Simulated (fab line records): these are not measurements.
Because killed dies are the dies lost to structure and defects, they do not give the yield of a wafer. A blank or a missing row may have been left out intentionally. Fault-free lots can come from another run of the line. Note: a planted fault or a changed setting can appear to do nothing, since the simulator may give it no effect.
fab line records	flow gf180mcu
[record] lots = 13	wafers = 39	last-day = 34
route steps=602 shown STI@15 MVPSD@87 HV_LDD@196
lots untouched by any fault: they come from a run of this same line in which no faults occurred
start-h: hours from the record's opening day to when the first of the lot's shown wafers began	wait-h: hours since the lot's step before	" identical to the entry in the row above	L1.1+2: one row covering several wafers at once	- no value, or no start was given	* or withheld: withheld	< > ~ a bound
route shown NAME@n: names a module that has steps shown in the file, with the first one's number in the route	usual: mean/standard deviation taken from wafers without a fault	same: alike in all rows	chamber/n: place in a boat	sites: per-site readings	_std_site: standard deviation across them	_edge_site: the outer-site mean with the inner-site mean subtracted	radius-mm: how far each site lies from the wafer's centre	mask NAME#n: copy n	behind: the last tool/chamber to shape the wafer	hold: reason for holding the lot/hours on hold/outcome of the hold	device: the n, p or np transistor that did not switch	end of line: the tests these same wafers got at the end of their route	a step given without rows: its recipe and nothing more	killed: dies that structure and defects cost at the first sort, which is not the same as the wafer's yield	map: dies across one wafer; x = killed, . = not, _ = none there
set.NAME: the setting as run; set.NAME@STEP: as run at that earlier step	model.NAME: the simulator's own value behind a step, which no gauge read
the route's steps for a sample of lots (tables are steps, rows are wafers)
services: the hour from which a tool's chamber was out of use, counted from the record's first day as start-h (under 0 if before that day), plus the number of hours and why
[[steps]]
[step GF_STI_ETCH_14]
[recipe] target = Si	chemistry = HBr/Cl2/O2	target-depth-nm = 360	icp-w = 600	bias-w = 150	pressure-mtorr = 15	HBr_flow_sccm = 150	Cl2_flow_sccm = 40	O2_flow_sccm = 6	time-s = 102.9
[usual] drypump-motor-current-A = 5.8/0.54	oes-product-au = 1.001/0.014	throttle-valve-pct = 25.655/0.012
lot.wafer	tool	chamber	start-h	wait-h	drypump-motor-current-A	oes-product-au	rf-hours-counter-h	throttle-valve-pct
L624.1	rie-si-01	0	26.10	0.1	5.1	0.970	117	25.694
L624.3	"	2	"	"	6.2	0.993	1	25.651
L624.5	"	2	"	"	6.2	1.014	-	25.649
L626.3	rie-si-01	2	38.28	0.0	6.2	0.994	2	25.658
L626.5	"	1	"	"	5.0	1.017	-	25.643
L626.6	"	2	"	"	6.2	1.006	-	25.668
L627.1	rie-si-02	1	41.99	0.0	6.3	1.000	134	25.659
L627.5	"	3	"	"	6.1	0.987	-	25.674
L627.6	"	2	"	"	6.2	0.992	-	25.662
L628.2	rie-si-02	3	46.24	0.0	6.1	0.991	36	25.657
L628.5	"	0	"	"	5.5	0.995	-	25.678
L628.6	"	1	"	"	6.3	0.999	-	25.664
L629.1	rie-si-01	0	51.51	0.0	5.0	0.972	117	25.656
L629.3	"	2	"	"	6.2	1.012	2	25.645
L629.4	"	1	"	"	5.0	1.016	35	25.636
L630.3	rie-si-01	3	56.18	0.0	6.2	1.002	0	25.671
L630.4	"	2	"	"	6.2	1.006	2	25.646
L630.5	"	0	"	"	5.0	0.976	-	25.662
L632.1	rie-si-01	3	67.43	0.0	6.2	1.002	0	25.656
L632.2	"	2	"	"	6.2	1.005	2	25.636
L632.3	"	0	"	"	5.1	0.967	117	25.668
L634.1	rie-si-02	0	77.49	0.0	5.5	1.005	102	25.650
L634.2	"	3	"	"	6.1	0.989	36	25.658
L634.5	"	2	"	"	6.1	0.996	-	25.639
L635.2	rie-si-02	3	82.46	0.0	6.1	0.999	36	25.658
L635.3	"	0	"	"	5.5	1.002	102	25.649
L635.4	"	2	"	"	6.2	1.008	129	25.646
L641.1	rie-si-02	3	113.24	0.0	6.1	0.996	36	25.661
L641.2	"	1	"	"	6.3	1.011	135	25.664
L641.6	"	1	"	"	6.3	0.999	-	25.647
L642.3	rie-si-02	0	117.84	0.0	5.5	1.001	102	25.652
L642.4	"	3	"	"	6.1	0.993	36	25.660
L642.6	"	0	"	"	5.5	1.010	-	25.650
L646.2	rie-si-01	0	138.81	0.0	5.0	0.983	118	25.670
L646.3	"	1	"	"	5.0	1.011	35	25.643
L646.5	"	3	"	"	6.2	0.998	-	25.663
L647.2	rie-si-01	0	144.74	0.0	5.0	0.976	118	25.671
L647.3	"	3	"	"	6.2	0.988	1	25.652
L647.5	"	0	"	"	5.1	0.978	-	25.663
[step GF_MVPSD_IMPLANT_09]
[recipe] species = B	energy-kev = 40	dose-cm2 = 5e+12	tilt-deg = 0
[usual] dose-ions-cm2 = 5e+12/5.4e+09	faraday-current-uA = 28.3/0.53
lot.wafer	tool	chamber	start-h	wait-h	dose-ions-cm2	faraday-current-uA
L624.1	implanter-03	0	100.78	0.1	5.005e+12	28.1
L624.3	"	0	"	"	5.006e+12	28.4
L624.5	"	0	"	"	5.013e+12	28.3
L626.3	implanter-03	0	110.99	0.1	4.994e+12	28.6
L626.5	"	0	"	"	5.002e+12	28.6
L626.6	"	0	"	"	4.993e+12	28.7
L627.1	implanter-03	0	114.59	0.1	4.994e+12	28.3
L627.5	"	0	"	"	4.996e+12	28.3
L627.6	"	0	"	"	4.984e+12	28.0
L628.2	implanter-04	0	118.96	0.1	4.999e+12	28.5
L628.5	"	0	"	"	5e+12	29.1
L628.6	"	0	"	"	5.005e+12	29.3
L629.1	implanter-03	0	130.16	0.1	5.004e+12	27.4
L629.3	"	0	"	"	5.009e+12	28.9
L629.4	"	0	"	"	5.002e+12	27.5
L630.3	implanter-02	0	132.64	0.1	4.998e+12	28.6
L630.4	"	0	"	"	5.002e+12	28.6
L630.5	"	0	"	"	4.999e+12	28.2
L632.1	implanter-03	0	144.59	0.1	5.001e+12	28.3
L632.2	"	0	"	"	5e+12	29.0
L632.3	"	0	"	"	4.997e+12	27.9
L634.1	implanter-02	0	155.64	0.1	4.996e+12	27.6
L634.2	"	0	"	"	4.994e+12	28.3
L634.5	"	0	"	"	5.002e+12	28.2
L635.2	implanter-03	0	162.16	0.1	5.002e+12	27.6
L635.3	"	0	"	"	4.997e+12	28.0
L635.4	"	0	"	"	4.995e+12	28.5
L641.1	implanter-03	0	197.21	0.1	4.482e+12	26.1
L641.2	"	0	"	"	4.481e+12	25.9
L641.6	"	0	"	"	4.487e+12	25.5
L642.3	implanter-03	0	202.63	0.1	4.484e+12	25.5
L642.4	"	0	"	"	4.484e+12	25.4
L642.6	"	0	"	"	4.489e+12	25.3
L646.2	implanter-04	0	229.35	0.1	5.001e+12	29.0
L646.3	"	0	"	"	4.994e+12	28.3
L646.5	"	0	"	"	4.999e+12	28.7
L647.2	implanter-04	0	233.10	0.1	4.998e+12	29.4
L647.3	"	0	"	"	4.995e+12	28.2
L647.5	"	0	"	"	5e+12	28.6
[step GF_VT_IMPLANT_RS_MEAS_49]
[recipe] thk-meas-gauge = four-point-probe
[usual] MVPSD_RS = 1168.9/2.7
lot.wafer	tool	chamber	start-h	wait-h	MVPSD_RS[ohm/sq]
L624.1	film-metro-03	-	163.21	0.1	1170.2
L624.3	"	-	"	"	1165.1
L624.5	"	-	"	"	1167.2
L626.3	film-metro-01	-	173.15	0.1	1169.6
L626.5	"	-	"	"	1165.7
L626.6	"	-	"	"	1169.7
L627.1	film-metro-03	-	178.16	0.1	1168.7
L627.5	"	-	"	"	1169.8
L627.6	"	-	"	"	1170.4
L628.2	film-metro-04	-	183.03	0.1	1167.0
L628.5	"	-	"	"	1170.9
L628.6	"	-	"	"	1164.7
L629.1	film-metro-01	-	195.52	0.1	1167.4
L629.3	"	-	"	"	1164.0
L629.4	"	-	"	"	1163.9
L630.3	film-metro-03	-	197.14	0.1	1168.9
L630.4	"	-	"	"	1168.1
L630.5	"	-	"	"	1167.9
L632.1	film-metro-01	-	211.32	0.1	1167.6
L632.2	"	-	"	"	1165.3
L632.3	"	-	"	"	1166.4
L634.1	film-metro-01	-	223.66	0.1	1170.4
L634.2	"	-	"	"	1172.9
L634.5	"	-	"	"	1167.5
L635.2	film-metro-03	-	231.27	0.1	1170.9
L635.3	"	-	"	"	1167.1
L635.4	"	-	"	"	1172.2
L641.1	film-metro-03	-	270.76	0.1	1196.5
L641.2	"	-	"	"	1196.2
L641.6	"	-	"	"	1196.6
L642.3	film-metro-03	-	277.13	0.1	1188.1
L642.4	"	-	"	"	1191.9
L642.6	"	-	"	"	1191.2
L646.2	film-metro-03	-	307.53	0.1	1170.2
L646.3	"	-	"	"	1170.5
L646.5	"	-	"	"	1168.5
L647.2	film-metro-04	-	311.87	0.1	1167.7
L647.3	"	-	"	"	1166.2
L647.5	"	-	"	"	1167.3
[step GF_HV_LDD_OVL_MEAS_20]
[usual] HV_LDD_01_OVL = -0.5/1.5
lot.wafer	tool	chamber	start-h	wait-h	HV_LDD_01_OVL[nm]
L624.1	overlay-02	-	240.26	0.1	-1.0
L624.3	"	-	"	"	-1.9
L624.5	"	-	"	"	-1.8
L626.3	overlay-02	-	255.87	0.1	-1.4
L626.5	"	-	"	"	-0.4
L626.6	"	-	"	"	0.8
L627.1	overlay-02	-	259.35	0.1	1.2
L627.5	"	-	"	"	-0.8
L627.6	"	-	"	"	-1.2
L628.2	overlay-01	-	264.26	0.1	-0.2
L628.5	"	-	"	"	-1.1
L628.6	"	-	"	"	-0.2
L629.1	overlay-02	-	274.09	0.1	-1.0
L629.3	"	-	"	"	-0.1
L629.4	"	-	"	"	-2.9
L630.3	overlay-02	-	278.87	0.1	-0.9
L630.4	"	-	"	"	-1.3
L630.5	"	-	"	"	-0.8
L632.1	overlay-01	-	294.45	0.1	0.4
L632.2	"	-	"	"	1.5
L632.3	"	-	"	"	-0.1
L634.1	overlay-01	-	306.94	0.1	2.2
L634.2	"	-	"	"	0.3
L634.5	"	-	"	"	1.4
L635.2	overlay-01	-	316.27	0.1	1.7
L635.3	"	-	"	"	3.4
L635.4	"	-	"	"	2.9
L641.1	overlay-02	-	361.82	0.1	-2.0
L641.2	"	-	"	"	-0.3
L641.6	"	-	"	"	-1.0
L642.3	overlay-01	-	369.53	0.1	-0.2
L642.4	"	-	"	"	1.0
L642.6	"	-	"	"	1.4
L646.2	overlay-02	-	404.50	0.1	-0.9
L646.3	"	-	"	"	-0.6
L646.5	"	-	"	"	-2.4
L647.2	overlay-01	-	408.11	0.1	-1.6
L647.3	"	-	"	"	-3.3
L647.5	"	-	"	"	-1.3
[step GF_HV_LDD_CD_MEAS_31]
[recipe] target-cd-nm = 400
[usual] cd-nm = 400.3/2.3
lot.wafer	tool	chamber	start-h	wait-h	cd-nm
L624.1	cd-sem-01	-	258.93	0.1	401.1
L624.3	"	-	"	"	399.6
L624.5	"	-	"	"	398.6
L626.3	cd-sem-01	-	274.57	0.1	400.4
L626.5	"	-	"	"	400.2
L626.6	"	-	"	"	401.2
L627.1	cd-sem-01	-	278.53	0.1	406.3
L627.5	"	-	"	"	407.0
L627.6	"	-	"	"	404.1
L628.2	cd-sem-02	-	283.90	0.1	401.2
L628.5	"	-	"	"	402.6
L628.6	"	-	"	"	403.2
L629.1	cd-sem-02	-	293.95	0.1	400.6
L629.3	"	-	"	"	402.2
L629.4	"	-	"	"	400.9
L630.3	cd-sem-02	-	299.14	0.1	400.8
L630.4	"	-	"	"	401.4
L630.5	"	-	"	"	399.3
L632.1	cd-sem-02	-	315.50	0.1	403.4
L632.2	"	-	"	"	400.9
L632.3	"	-	"	"	402.3
L634.1	cd-sem-01	-	327.22	0.1	398.6
L634.2	"	-	"	"	401.8
L634.5	"	-	"	"	402.2
L635.2	cd-sem-01	-	337.59	0.1	398.7
L635.3	"	-	"	"	400.1
L635.4	"	-	"	"	398.4
L641.1	cd-sem-01	-	383.82	0.1	401.1
L641.2	"	-	"	"	400.4
L641.6	"	-	"	"	401.1
L642.3	cd-sem-01	-	392.54	0.1	395.1
L642.4	"	-	"	"	396.9
L642.6	"	-	"	"	394.0
L646.2	cd-sem-01	-	428.34	0.1	401.1
L646.3	"	-	"	"	400.6
L646.5	"	-	"	"	397.5
L647.2	cd-sem-01	-	431.87	0.1	402.5
L647.3	"	-	"	"	402.4
L647.5	"	-	"	"	403.2
[[services]]
tool	chamber	start-h	hours	kind
implanter-03	-	12.33	3.4	repair
rie-si-01	3	21.44	-	clean
rie-si-01	3	21.44	14.4	scheduled-down
rie-si-01	3	21.44	14.4	vent-cycle
implanter-02	-	26.15	2.4	repair
implanter-03	-	32.97	5.1	pm
implanter-02	-	48.68	2.0	repair
implanter-03	-	54.77	3.6	repair
implanter-04	-	82.58	3.2	pm
rie-si-01	-	95.99	0.3	repair
rie-si-02	3	143.12	5.6	repair
rie-si-02	1	151.41	-	clean
rie-si-02	1	151.41	14.9	scheduled-down
rie-si-02	1	151.41	14.9	vent-cycle
implanter-04	-	154.05	4.4	pm
rie-si-02	2	171.49	-	clean
rie-si-02	2	171.49	15.8	scheduled-down
rie-si-02	2	171.49	15.8	vent-cycle
implanter-02	-	174.21	2.9	repair
implanter-02	-	220.53	5.2	repair
rie-si-01	0	224.62	-	clean
rie-si-01	0	224.62	21.6	scheduled-down
rie-si-01	0	224.62	21.6	vent-cycle
[[key]]
[first-sign] step = GF_MVPSD_IMPLANT_09	reading = dose-ions-cm2	direction = down	sigmas = 96	usual = 5e+12	struck = 4.484e+12
[effect] step = GF_MVPSD_IMPLANT_09	reading = faraday-current-uA	direction = down	sigmas = 5.1	usual = 28.3	struck = 25.6
[effect] step = GF_VT_IMPLANT_RS_MEAS_49	reading = MVPSD_RS	direction = up	sigmas = 8.9	usual = 1168.9	struck = 1193.4
met-at GF_MVPSD_IMPLANT_09
struck-lots L641,L642
tester-left-out L641,L642
not-acting-at GF_STI_ETCH_14,GF_HV_LDD_OVL_MEAS_20,GF_HV_LDD_CD_MEAS_31
onset-between 162.16 197.21
[fault] kind = process-parameter-drift	tool = implanter-03	chamber = -	onset-h = 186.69	steps = GF_MVPSD_IMPLANT_09	channel = dose-cm2	offset = -5.1557e+11	shape = step	end-h = 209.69	acts-in = these-recipes-only	stated = 5e+12
// tester-left-out: of these lots the tester's yield and bins aren't shown, on N5 and GAA mostly nor the transistor test; their killed dies are dies lost to structure and defects alone, not to doping, threshold or leakage, so they don't give the yield
